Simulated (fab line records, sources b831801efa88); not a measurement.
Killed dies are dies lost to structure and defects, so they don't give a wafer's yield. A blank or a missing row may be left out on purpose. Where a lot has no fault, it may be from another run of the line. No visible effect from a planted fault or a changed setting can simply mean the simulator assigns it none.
fab line records | flow sky130
record: lots: 14 wafers: 42 lastDay: 50
route steps=708 shown VIA1@482 METAL2@483
lots with no fault: from the same line, run without faults
startH: start of the lot's first displayed wafer, in hours after the record's first day | waitH: how many hours have passed since the lot's step before this one | " the same as in the row above | L1.1+2: a single row standing in for several wafers | - no value present, or no start provided | * or withheld: withheld | < > ~ a bound
route shown NAME@n: names a module that has steps shown in the file, with the first one's number in the route | usual: the fault-free wafers' mean and standard deviation | same: alike in all rows | chamber/n: place in a boat | sites: the reading at each site | _std_site: their standard deviation | _edge_site: mean of outer sites minus mean of inner sites | radiusMm: how far each site lies from the wafer's centre | mask NAME#n: copy n | behind: tool/chamber where the wafer was last shaped | hold: reason for holding the lot/hours on hold/outcome of the hold | device: names the non-switching transistor (n, p or np) | end of line: the same wafers' tests at the end of the route | for a step that has no rows: nothing shown but its recipe | killed: the dies lost at the first sort to structure and to defects; this is not the yield of the wafer | map: a wafer's dies, marking killed ones x, the rest . and places with no die _
set.NAME: the setting that was run; set.NAME@STEP: the one run at that earlier step | model.NAME: the simulator's own value behind a step, which no gauge read
steps of the route over a sample of lots; a table a step, a row a wafer
services: from which hour (startH, from the record's first day; less than 0 if before it) a tool's chamber was out of use, for how many hours, and why
== steps ==
step: SKY_VIA1_CMP_24
recipe: stopOn: SiO2 tOverpolishS: 15 downForcePsi: 3.5 platenRpm: 60 targetThkNm: 0 padVelocityMS: 0.94248
usual: headPressurePsi: 3.502/0.0072 motorCurrentA: 11.0/1.2 overpolishRunS: 15.000/0.0093 retainingRingPressureFrac: 1.000/0.0045 timeToEndpointS: 65/4.6
columns lot.wafer tool chamber startH waitH headPressurePsi motorCurrentA overpolishRunS retainingRingPressureFrac timeToEndpointS
L638.3 cmp-02 0 794.43 0.0 3.491 10.2 14.994 0.999 64
L638.1 " 1 " " 3.503 11.1 15.013 1.008 77
L638.4 " 2 " " 3.494 11.9 15.006 0.997 68
L639.2 cmp-02 2 795.87 0.0 3.501 11.6 14.996 0.998 72
L639.1 " 0 " " 3.513 10.2 14.985 0.998 66
L639.5 " 3 " " 3.508 13.5 14.999 1.001 66
L641.1 cmp-02 0 817.38 0.2 3.496 10.0 15.007 0.999 58
L641.4 " 2 " " 3.492 11.8 14.998 1.003 65
L641.6 " 3 " " 3.510 12.4 14.999 0.996 65
L642.4 cmp-01 2 819.65 0.0 3.504 10.0 14.994 1.001 66
L642.2 " 0 " " 3.503 11.6 14.998 0.996 65
L642.5 " 2 " " 3.491 10.1 14.994 0.999 64
L644.4 cmp-02 2 838.53 0.1 3.519 11.3 15.005 1.000 65
L644.3 " 0 " " 3.500 10.1 15.010 1.003 64
L644.6 " 2 " " 3.495 11.1 14.994 1.000 70
L648.2 cmp-01 3 875.03 0.0 3.500 10.0 15.011 0.995 63
L648.3 " 1 " " 3.502 10.1 15.007 1.004 59
L648.5 " 0 " " 3.501 11.3 15.002 0.998 63
L650.2 cmp-02 1 893.77 0.1 3.500 10.6 15.004 0.993 78
L650.4 " 3 " " 3.500 13.3 15.000 1.000 65
L650.5 " 0 " " 3.502 9.7 14.984 0.995 67
L652.2 cmp-02 0 900.09 0.0 3.488 10.1 15.000 0.998 59
L652.3 " 3 " " 3.519 13.6 15.012 1.001 68
L652.6 " 0 " " 3.497 10.0 14.998 1.000 62
L653.2 cmp-02 3 908.28 0.0 3.513 13.2 15.000 1.006 59
L653.4 " 1 " " 3.497 10.6 14.989 0.997 73
L653.3 " 2 " " 3.504 11.8 15.006 0.994 66
L654.2 cmp-01 3 914.49 0.1 3.496 10.1 14.988 1.001 64
L654.1 " 0 " " 3.505 12.0 15.012 0.999 61
L654.6 " 2 " " 3.489 9.4 15.012 1.001 62
L655.1 cmp-02 0 921.74 0.1 3.502 9.7 14.997 1.002 66
L655.2 " 1 " " 3.502 10.8 15.003 1.004 74
L655.5 " 0 " " 3.500 9.7 14.996 0.996 66
L658.3 cmp-02 0 939.95 0.3 3.499 10.0 14.991 0.999 56
L658.2 " 2 " " 3.500 11.9 14.996 1.000 69
L658.6 " 3 " " 3.486 13.5 14.995 1.002 63
L659.4 cmp-01 2 944.02 0.1 3.503 10.0 14.991 1.005 60
L659.6 " 1 " " 3.499 9.9 15.005 0.990 58
L659.5 " 2 " " 3.502 9.7 14.994 1.001 62
L661.3 cmp-02 3 961.17 0.1 3.504 12.4 14.993 1.000 61
L661.2 " 1 " " 3.506 11.3 15.003 1.001 66
L661.5 " 3 " " 3.501 13.0 14.990 1.004 58
step: SKY_METAL2_SPUTTER_00
recipe: material: Ti targetThkNm: 15 powerW: 3000 timeS: 10 chamberPressurePa: 0.4
usual: throttleValvePct: 30.5/0.6
same: timeS: 10
columns lot.wafer tool chamber startH waitH throttleValvePct
L638.1 pvdSputter-03 - 794.73 0.2 30.9
L638.3 " - " " 30.7
L638.4 " - " " 31.3
L639.1 pvdSputter-02 - 796.17 0.1 29.8
L639.2 " - " " 29.1
L639.5 " - " " 30.7
L641.1 pvdSputter-04 - 817.63 0.2 30.2
L641.4 " - " " 30.0
L641.6 " - " " 30.5
L642.2 pvdSputter-04 - 819.95 0.1 30.3
L642.4 " - " " 29.6
L642.5 " - " " 29.9
L644.3 pvdSputter-04 - 838.78 0.1 29.8
L644.4 " - " " 30.3
L644.6 " - " " 30.0
L648.2 pvdSputter-02 - 875.33 0.2 29.3
L648.3 " - " " 30.0
L648.5 " - " " 29.8
L650.2 pvdSputter-02 - 894.02 0.2 29.3
L650.4 " - " " 29.9
L650.5 " - " " 29.4
L652.2 pvdSputter-02 - 900.39 0.2 29.5
L652.3 " - " " 29.8
L652.6 " - " " 29.9
L653.2 pvdSputter-03 - 908.58 0.2 31.3
L653.3 " - " " 30.6
L653.4 " - " " 30.9
L654.1 pvdSputter-03 - 914.74 0.1 31.1
L654.2 " - " " 31.4
L654.6 " - " " 30.9
L655.1 pvdSputter-03 - 921.99 0.2 30.4
L655.2 " - " " 30.7
L655.5 " - " " 30.6
L658.2 pvdSputter-04 - 940.20 0.1 30.3
L658.3 " - " " 30.2
L658.6 " - " " 29.7
L659.4 pvdSputter-02 - 944.27 0.2 30.0
L659.5 " - " " 30.4
L659.6 " - " " 29.5
L661.2 pvdSputter-03 - 961.42 0.1 31.2
L661.3 " - " " 30.6
L661.5 " - " " 31.3
step: SKY_METAL2_CD_MEAS_15
recipe: targetCdNm: 140
usual: cdNm: 139.7/1.2
columns lot.wafer tool chamber startH waitH cdNm
L638.1 cdSem-01 - 821.86 - 139.4
L638.3 " - " " 139.3
L638.4 " - " " 139.6
L639.1 cdSem-02 - 822.80 - 138.4
L639.2 " - " " 138.1
L639.5 " - " " 139.4
L641.1 cdSem-02 - 844.41 - 139.3
L641.4 " - " " 139.5
L641.6 " - " " 139.1
L642.2 cdSem-02 - 846.17 - 141.2
L642.4 " - " " 141.2
L642.5 " - " " 140.8
L644.3 cdSem-02 - 865.03 - 138.8
L644.4 " - " " 138.3
L644.6 " - " " 139.3
L648.2 cdSem-01 - 901.77 - 140.2
L648.3 " - " " 139.8
L648.5 " - " " 139.7
L650.2 cdSem-02 - 919.43 - 140.4
L650.4 " - " " 139.4
L650.5 " - " " 140.8
L652.2 cdSem-01 - 924.83 - 140.5
L652.3 " - " " 140.2
L652.6 " - " " 140.1
L653.2 cdSem-02 - 933.12 - 142.0
L653.3 " - " " 140.5
L653.4 " - " " 141.2
L654.1 cdSem-01 - 940.04 - 141.8
L654.2 " - " " 142.1
L654.6 " - " " 142.7
L655.1 cdSem-01 - 946.55 - 138.9
L655.2 " - " " 139.4
L655.5 " - " " 137.4
L658.2 cdSem-02 - 964.07 - 138.7
L658.3 " - " " 141.4
L658.6 " - " " 140.3
L659.4 cdSem-01 - 968.57 - 140.8
L659.5 " - " " 139.2
L659.6 " - " " 140.2
L661.2 cdSem-02 - 985.72 - 138.4
L661.3 " - " " 137.9
L661.5 " - " " 138.8
step: SKY_METAL2_ETCH_18
recipe: chemistry: N2/H2 target: BARC ionEnergyEv: 200 biasW: 100 pressureMtorr: 30 n2FlowSccm: 100 h2FlowSccm: 200 icpW: 500 stopOn: SiO2 timeS: 45.9 targetDepthA: 600
usual: biasW: 100.0/0.31 chamberPressureMTorr: 29.996/0.027 drypumpMotorCurrentA: 5.9/0.49 oesProductAu: 0.855/0.0046 throttleValvePct: 13.226/0.0087 timeS: 45.9/0
columns lot.wafer tool chamber startH waitH biasW chamberPressureMTorr drypumpMotorCurrentA oesProductAu rfHoursCounterH throttleValvePct timeS
L638.1 rieMetal-02 0 822.05 0.0 99.5 29.973 6.1 0.853 14 13.216 45.9
L638.3 " 0 " " 99.7 29.993 6.1 0.861 - 13.237 45.9
L638.4 " 1 " " 100.2 29.986 5.6 0.855 - 13.221 45.9
L639.1 rieMetal-03 0 822.99 0.0 100.1 29.992 6.4 0.855 3 13.238 45.9
L639.2 " 1 " " 99.7 29.992 5.0 0.858 1 13.221 45.9
L639.5 " 0 " " 100.0 30.040 6.4 0.853 - 13.229 45.9
L641.1 rieMetal-02 1 844.60 0.0 99.8 29.984 5.7 0.849 7 13.213 45.9
L641.4 " 1 " " 99.9 30.004 5.7 0.857 - 13.225 45.9
L641.6 " 0 " " 99.9 29.952 6.1 0.855 - 13.225 45.9
L642.2 rieMetal-02 1 846.34 0.0 - - - - - - -
L642.4 " 1 " " - - - - - - -
L642.5 " 1 " " - - - - - - -
L644.3 rieMetal-03 0 865.20 0.0 - - - - - - -
L644.4 " 1 " " - - - - - - -
L644.6 " 1 " " - - - - - - -
L648.2 rieMetal-02 0 901.94 0.0 100.0 29.937 6.1 0.854 18 13.244 45.9
L648.3 " 1 " " 99.9 30.013 5.7 0.853 - 13.216 45.9
L648.5 " 1 " " 100.6 29.984 5.7 0.851 - 13.229 45.9
L650.2 rieMetal-04 1 919.60 0.0 99.9 30.014 6.2 0.858 9 13.233 45.9
L650.4 " 1 " " 99.6 30.013 6.3 0.859 - 13.238 45.9
L650.5 " 1 " " 99.8 29.986 6.3 0.850 - 13.210 45.9
L652.2 rieMetal-03 1 925.00 0.0 100.0 29.999 5.0 0.859 5 13.228 45.9
L652.3 " 1 " " 100.3 30.028 5.0 0.861 - 13.234 45.9
L652.6 " 0 " " 100.0 29.971 6.4 0.852 - 13.230 45.9
L653.2 rieMetal-03 1 933.29 0.0 100.2 29.996 5.0 0.849 6 13.228 45.9
L653.3 " 0 " " 99.6 29.947 6.4 0.853 - 13.228 45.9
L653.4 " 1 " " 99.9 30.004 5.0 0.848 - 13.225 45.9
L654.1 rieMetal-04 1 940.23 0.0 100.0 30.012 6.2 0.857 9 13.229 45.9
L654.2 " 0 " " 100.2 30.010 6.1 0.858 12 13.221 45.9
L654.6 " 1 " " 100.5 30.037 6.2 0.847 - 13.242 45.9
L655.1 rieMetal-04 0 946.74 0.0 100.3 29.995 6.1 0.853 13 13.216 45.9
L655.2 " 1 " " 99.9 29.964 6.2 0.863 10 13.220 45.9
L655.5 " 1 " " 100.4 30.018 6.2 0.855 - 13.214 45.9
L658.2 rieMetal-02 1 964.32 0.1 99.8 30.030 5.7 0.865 - 13.228 45.9
L658.3 " 1 " " 100.0 29.978 5.6 0.855 - 13.227 45.9
L658.6 " 1 " " 100.4 30.019 5.7 0.857 - 13.236 45.9
L659.4 rieMetal-04 1 968.72 0.0 99.9 30.042 6.2 0.861 - 13.237 45.9
L659.5 " 1 " " 100.3 30.034 6.3 0.858 - 13.223 45.9
L659.6 " 0 " " 99.7 30.017 6.1 0.854 - 13.236 45.9
L661.2 rieMetal-04 1 985.94 0.1 100.1 29.989 6.2 0.852 - 13.230 45.9
L661.3 " 1 " " 100.5 30.018 6.2 0.859 - 13.233 45.9
L661.5 " 1 " " 100.3 29.993 6.2 0.853 - 13.212 45.9
step: SKY_METAL2_METAL_ETCH_19
recipe: targetDepthA: 3600 stopOn: SiO2 overEtchFrac: 0.3 timeS: 78 chemistry: Cl2/BCl3 resistSidewallDeg: 88 pressureMtorr: 10 icpW: 900 biasW: 48.5 Cl2_flow_sccm: 60 bcl3FlowSccm: 30
usual: bcl3FlowSccm: 30.00/0.088 biasW: 48.49/0.14 drypumpMotorCurrentA: 5.9/0.48 oesProductAu: 0.854/0.0073 throttleValvePct: 22.263/0.0097
same: timeS: 78
columns lot.wafer tool chamber startH waitH bcl3FlowSccm biasW drypumpMotorCurrentA oesProductAu rfHoursCounterH throttleValvePct
L638.1 rieMetal-02 0 822.11 0.0 29.85 48.63 6.1 0.865 14 22.266
L638.3 " 0 " " 30.01 48.53 6.1 0.847 - 22.279
L638.4 " 1 " " 29.90 48.65 5.7 0.861 - 22.264
L639.1 rieMetal-03 0 823.05 0.0 30.03 48.47 6.4 0.848 3 22.269
L639.2 " 1 " " 29.84 48.60 5.0 0.848 1 22.278
L639.5 " 0 " " 29.95 48.58 6.4 0.858 - 22.259
L641.1 rieMetal-02 1 844.66 0.0 29.88 48.43 5.7 0.864 7 22.237
L641.4 " 1 " " 29.99 48.54 5.6 0.861 - 22.261
L641.6 " 0 " " 29.97 48.39 6.1 0.859 - 22.256
L642.2 rieMetal-02 1 846.40 0.0 30.04 48.64 5.7 0.378 7 22.261
L642.4 " 1 " " 29.93 48.30 5.6 0.377 - 22.267
L642.5 " 1 " " 30.16 48.64 5.6 0.377 - 22.243
L644.3 rieMetal-03 0 865.27 0.1 30.17 48.40 6.4 0.385 - 22.264
L644.4 " 1 " " 29.89 48.50 5.0 0.374 - 22.263
L644.6 " 1 " " 30.02 48.55 5.0 0.380 - 22.267
L648.2 rieMetal-02 0 902.00 0.0 29.93 48.31 6.1 0.845 18 22.259
L648.3 " 1 " " 30.06 48.47 5.6 0.850 - 22.246
L648.5 " 1 " " 30.12 48.62 5.7 0.859 - 22.259
L650.2 rieMetal-04 1 919.66 0.0 29.93 48.71 6.2 0.845 9 22.264
L650.4 " 1 " " 30.05 48.54 6.2 0.848 - 22.280
L650.5 " 1 " " 29.94 48.84 6.2 0.847 - 22.247
L652.2 rieMetal-03 1 925.06 0.0 30.02 48.64 5.0 0.845 5 22.281
L652.3 " 1 " " 29.88 48.51 5.0 0.842 - 22.281
L652.6 " 0 " " 29.90 48.41 6.4 0.843 - 22.247
L653.2 rieMetal-03 1 933.35 0.0 29.92 48.66 5.0 0.858 6 22.257
L653.3 " 0 " " 30.11 48.56 6.4 0.849 - 22.267
L653.4 " 1 " " 30.06 48.45 5.0 0.862 - 22.263
L654.1 rieMetal-04 1 940.29 0.0 30.02 48.15 6.2 0.852 9 22.263
L654.2 " 0 " " 29.99 48.41 6.1 0.859 12 22.262
L654.6 " 1 " " 30.06 48.15 6.2 0.854 - 22.264
L655.1 rieMetal-04 0 946.80 0.0 29.97 48.46 6.1 0.846 13 22.262
L655.2 " 1 " " 29.93 48.35 6.2 0.854 10 22.268
L655.5 " 1 " " 29.84 48.53 6.2 0.848 - 22.257
L658.2 rieMetal-02 1 964.50 0.2 29.93 48.59 5.6 0.852 - 22.264
L658.3 " 1 " " 30.05 48.34 5.7 0.850 - 22.254
L658.6 " 1 " " 29.87 48.26 5.6 0.856 - 22.270
L659.4 rieMetal-04 1 968.80 0.1 29.87 48.62 6.2 0.840 - 22.274
L659.5 " 1 " " 29.98 48.60 6.2 0.846 - 22.249
L659.6 " 0 " " 30.05 48.53 6.1 0.841 - 22.262
L661.2 rieMetal-04 1 986.08 0.1 30.01 48.55 6.2 0.849 - 22.264
L661.3 " 1 " " 30.08 48.53 6.2 0.837 - 22.256
L661.5 " 1 " " 30.10 48.64 6.2 0.848 - 22.260
step: SKY_METAL2_STRIP_20
recipe: chemistry: O2/N2 powerW: 1400 pressureMtorr: 1500 platenTempC: withheld o2FlowSccm: 3000 n2FlowSccm: 300 overashFraction: 0.5
usual: drypumpMotorCurrentA: 6.0/0.54 oesProductAu: 0.344/0.0052 stripTimeToEndpointS: 2.72/0.065
columns lot.wafer tool chamber startH waitH drypumpMotorCurrentA oesProductAu rfHoursCounterH stripTimeToEndpointS
L638.1 plasmaAsher-01 0 822.20 0.1 6.6 0.353 72 2.76
L638.3 " 1 " " 5.0 0.353 - 2.83
L638.4 " 0 " " 6.5 0.349 - 2.72
L639.1 plasmaAsher-04 1 823.14 0.1 6.2 0.344 91 2.58
L639.2 " 0 " " 6.4 0.345 91 2.72
L639.5 " 1 " " 6.2 0.347 - 2.60
L641.1 plasmaAsher-04 0 844.75 0.1 6.4 0.338 93 2.60
L641.4 " 0 " " 6.4 0.337 - 2.63
L641.6 " 0 " " 6.4 0.337 - 2.71
L642.2 plasmaAsher-04 0 846.49 0.1 6.4 0.354 93 3.12
L642.4 " 0 " " 6.4 0.360 - 3.14
L642.5 " 0 " " 6.4 0.363 - 3.09
L644.3 plasmaAsher-03 0 865.37 0.1 5.5 0.360 - 3.08
L644.4 " 1 " " 5.8 0.362 - 3.21
L644.6 " 0 " " 5.5 0.358 - 3.22
L648.2 plasmaAsher-04 1 902.09 0.1 6.2 0.335 100 2.66
L648.3 " 1 " " 6.2 0.343 - 2.63
L648.5 " 0 " " 6.3 0.344 - 2.61
L650.2 plasmaAsher-04 0 919.75 0.1 6.4 0.345 102 2.78
L650.4 " 0 " " 6.4 0.348 - 2.79
L650.5 " 0 " " 6.4 0.348 - 2.82
L652.2 plasmaAsher-04 0 925.15 0.1 6.4 0.345 103 2.76
L652.3 " 0 " " 6.3 0.349 - 2.75
L652.6 " 0 " " 6.4 0.342 - 2.64
L653.2 plasmaAsher-01 0 933.44 0.1 6.6 0.347 85 2.72
L653.3 " 1 " " 5.1 0.337 - 2.61
L653.4 " 0 " " 6.6 0.345 - 2.74
L654.1 plasmaAsher-04 0 940.38 0.1 6.4 0.346 105 2.77
L654.2 " 1 " " 6.2 0.342 105 2.72
L654.6 " 0 " " 6.3 0.352 - 2.77
L655.1 plasmaAsher-01 0 946.89 0.1 6.6 0.347 87 2.68
L655.2 " 1 " " 5.1 0.338 87 2.69
L655.5 " 0 " " 6.6 0.349 - 2.74
L658.2 plasmaAsher-03 1 964.70 0.2 5.8 0.348 47 2.72
L658.3 " 0 " " 5.4 0.345 - 2.77
L658.6 " 0 " " 5.4 0.343 - 2.78
L659.4 plasmaAsher-04 1 968.89 0.1 6.2 0.342 - 2.77
L659.5 " 1 " " 6.2 0.343 - 2.76
L659.6 " 0 " " 6.4 0.345 - 2.68
L661.2 plasmaAsher-04 1 986.23 0.1 6.2 0.346 109 2.79
L661.3 " 1 " " 6.2 0.348 - 2.80
L661.5 " 1 " " 6.2 0.344 - 2.81
== services ==
columns tool chamber startH hours kind
plasmaAsher-04 - 774.22 2.0 repair
plasmaAsher-04 - 779.55 1.2 repair
cmp-01 - 817.20 0.9 repair
cmp-01 - 831.09 2.7 repair
cmp-01 - 835.00 17.5 pm
pvdSputter-02 - 840.85 7.5 repair
rieMetal-04 0 847.11 5.1 repair
rieMetal-02 - 855.15 3.3 repair
rieMetal-02 - 861.17 5.5 repair
plasmaAsher-01 - 876.24 2.8 pm
plasmaAsher-03 - 886.13 32.1 repair
plasmaAsher-01 - 905.24 1.4 repair
cmp-02 - 912.53 4.0 pm
cmp-02 - 916.53 - consumableReplace:conditioner
plasmaAsher-03 - 918.24 10.0 pm
plasmaAsher-03 - 928.24 20.6 pm
pvdSputter-02 - 928.40 1.7 repair
cmp-01 - 934.22 7.1 pm
plasmaAsher-03 - 940.36 5.2 repair
cmp-02 - 946.04 0.3 repair
cmp-02 - 958.98 1.1 repair
plasmaAsher-04 - 970.43 4.3 repair
rieMetal-04 0 978.79 14.7 repair
pvdSputter-03 - 985.08 0.5 repair
== key ==
firstSign: step: SKY_METAL2_ETCH_18 reading: toolRecord direction: missing
effect: step: SKY_METAL2_METAL_ETCH_19 reading: oesProductAu direction: down sigmas: 65 usual: 0.854 struck: 0.378
effect: step: SKY_METAL2_STRIP_20 reading: stripTimeToEndpointS direction: up sigmas: 6.6 usual: * struck: *
metAt SKY_METAL2_ETCH_18
struckLots L642,L644
laterRowsLeftOut L642.2,L642.4,L642.5,L644.3,L644.4,L644.6
sortLeftOut L642.2,L642.4,L642.5,L644.3,L644.4,L644.6
notActingAt SKY_VIA1_CMP_24,SKY_METAL2_SPUTTER_00,SKY_METAL2_CD_MEAS_15
onsetBetween 844.60 846.34
fault: kind: skippedStepWhole tool: rieMetal-02,rieMetal-03 chamber: - onsetH: 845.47 steps: SKY_METAL2_ETCH_18 scope: struckLotsOnly
sortLeftOut: the simulated sort isn't trusted on such a fault, so these wafers' sort isn't shown, and their yield isn't known
laterRowsLeftOut: the simulator's readings of these wafers behind a module that went badly wrong aren't trusted and aren't shown, but for the sort
